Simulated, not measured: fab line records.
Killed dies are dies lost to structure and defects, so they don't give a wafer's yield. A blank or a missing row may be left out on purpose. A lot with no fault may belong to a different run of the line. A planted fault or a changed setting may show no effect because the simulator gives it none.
Which tool was responsible? | flow gf180mcu | 38 wafers sampled from 13 lots at 1 step of a route of 602

== WHAT THE GAUGES SHOWED, per wafer ==
GF_V5_THK_MEAS_03. Usual: V5_CVD_02_THK 1461 nm, standard deviation 21.
lot  | measured     | on           | V5_CVD_02_THK (nm) | flag
L462 | day 27 04:46 | filmMetro-02 | 1427 1471 1446     | 
L463 | day 27 11:45 | filmMetro-01 | 1406 1459 1443     | 
L464 | day 27 12:38 | filmMetro-01 | 1446 1457 1455     | 
L465 | day 28 04:38 | filmMetro-02 | 1451 1471 1467     | 
L467 | day 28 16:37 | filmMetro-01 | 1430 1437 1452     | 
L469 | day 29 00:55 | filmMetro-03 | 1432 1473 1457     | 
L471 | day 29 15:48 | filmMetro-02 | 1435 1472          | 
L472 | day 29 23:37 | filmMetro-03 | 1459 1447 1486     | 
L478 | day 31 16:03 | filmMetro-02 | 1409 1437 1463     | 
L479 | day 31 23:34 | filmMetro-02 | 1448 1452 1473     | 
L480 | day 32 06:44 | filmMetro-01 | 1475 1461 1509     | 
L481 | day 32 10:08 | filmMetro-02 | 1468 1455 1478     | 
L483 | day 32 19:20 | filmMetro-02 | 1450 1453 1507     | 

== WHAT TOOL EACH LOT RAN ON (gives the tool, then ch and the chambers of the sampled wafers, and finally the start) ==
No process step before these readings appears in the record.

== WHAT THE TOOLS THEMSELVES READ (means of the sampled wafers that have a number; where no wafer has one, the mark that the record gives instead) ==
The record holds no such reading with a usual standard deviation.

== THE ANSWER, worked out from the rows above alone ==
Rule: a lot counts as off when the mean over its wafers that have a number is more than 3 standard deviations away from the usual mean. Also off: a lot with no number at a reading for which 4 or more lots have one. Any other lot the step has rows for is counted as sound. After the gauges, taken in route order, come the tools' own readings; for these a lot's mean is taken, as printed above. At the first step where some lot is off, the reading lying furthest off is the one used; lots without a number count as furthest.
No lot is off on any of the readings shown, so nothing can be concluded from this.

== WHAT THE SIMULATOR HAD INSERTED ==
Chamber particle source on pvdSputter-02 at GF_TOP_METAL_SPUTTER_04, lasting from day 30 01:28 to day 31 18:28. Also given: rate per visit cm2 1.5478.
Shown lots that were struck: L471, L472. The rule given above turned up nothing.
